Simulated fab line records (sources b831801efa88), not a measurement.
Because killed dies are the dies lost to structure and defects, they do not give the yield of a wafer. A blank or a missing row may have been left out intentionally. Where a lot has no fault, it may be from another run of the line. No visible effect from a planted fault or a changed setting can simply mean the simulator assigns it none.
Chamber matching | flow gf180mcu | 3 sister chambers for GF_V4_CVD_00 on hdpcvd-02
The step deposits SiO2, target thk 600 nm, time 100 s. 3 wafers are shown with their chamber, then 8 later ones without.

WAFERS PAIRED WITH THEIR CHAMBERS
wafer  | chamber | sih4_flow_sccm (sccm)
L975.3 | 2       | 59.93
L975.6 | 1       | 59.96
L986.2 | 0       | 60.05

WAFERS WHOSE CHAMBER IS MISSING
wafer  | sih4_flow_sccm (sccm)
L986.3 | 59.82
L986.4 | 60.02
L988.1 | 60.06
L988.2 | 60.09
L988.3 | 60.02
L989.2 | 60.15
L989.5 | 59.74
L989.6 | 59.90

THE CHAMBER EACH PASSED THROUGH
wafer  | from the rows above          | in truth
L986.3 | can't be placed: 2 or 1 or 0 | 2
L986.4 | can't be placed: 0 or 1 or 2 | 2
L988.1 | can't be placed: 0 or 1 or 2 | 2
L988.2 | can't be placed: 0 or 1 or 2 | 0
L988.3 | can't be placed: 0 or 1 or 2 | 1
L989.2 | can't be placed: 0 or 1 or 2 | 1
L989.5 | can't be placed: 2 or 1 or 0 | 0
L989.6 | can't be placed: 2 or 1 or 0 | 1
0 of 8 placed correctly. Cannot be placed on the basis of these rows: 8; the candidates contain the true chamber in 8. Number placed wrongly: 0.
How it was worked out, from the rows above alone: a wafer's distance from a chamber is the root of the sum, over the readings, of the square of ((its reading less the chamber's mean) divided by the reading's scatter). If the next closest chamber is less than 2 further off than the closest, the wafer can't be placed; otherwise it belongs to the closest. For every chamber, the mean is computed from those of its wafers that are shown. The scatter: root of mean squared gap, hidden wafer to nearest shown wafer, with one shown wafer a chamber.
